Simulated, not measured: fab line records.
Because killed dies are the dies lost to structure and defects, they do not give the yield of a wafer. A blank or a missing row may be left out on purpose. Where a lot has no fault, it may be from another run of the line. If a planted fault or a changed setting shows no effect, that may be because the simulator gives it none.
Which of the tools did it? :: flow sky130 :: route of 708 steps, sampled at 1 step: 6 lots, 18 wafers

== WHAT THE GAUGES SHOWED, per wafer ==
SKY_VIA2_OVL_MEAS_13.
lot: L972
measured: day 37 00:30
on: overlay-01
VIA2_OVL (nm): 1 6 5

lot: L977
measured: day 38 12:03
on: overlay-02
VIA2_OVL (nm): 1 -2 1

lot: L980
measured: day 39 10:19
on: overlay-02
VIA2_OVL (nm): -6 -2 2

lot: L984
measured: day 40 12:07
on: overlay-02
VIA2_OVL (nm): -10 1 -5

lot: L990
measured: day 42 12:34
on: overlay-01
VIA2_OVL (nm): -4 2 -1

lot: L993
measured: day 43 19:01
on: overlay-02
VIA2_OVL (nm): 0 4 0

== TOOL THAT RAN EACH LOT (tool first, then ch and the chambers of the sampled wafers, then the start) ==
No process step before these readings appears in the record.

== THE ANSWER, worked out from the rows above alone ==
Rule: the lots themselves supply what counts as usual. The widest of any qualifying gaps counts: lots, ordered by their means at a reading, are off when they make up no more than a third of the lots, leave a main group of 4 or more, and stand apart from it by 3 or more times the standard deviation of that group's means. A main group whose means are all the same, to the digits that the tables above print for the reading, isn't used. Also off: a lot with no number at a reading for which 4 or more lots have one. Where the step has rows for the other lots, those lots are counted as sound.
None of the lots is off at any reading shown; this tells nothing.

== WHAT THE SIMULATOR HAD INSERTED ==
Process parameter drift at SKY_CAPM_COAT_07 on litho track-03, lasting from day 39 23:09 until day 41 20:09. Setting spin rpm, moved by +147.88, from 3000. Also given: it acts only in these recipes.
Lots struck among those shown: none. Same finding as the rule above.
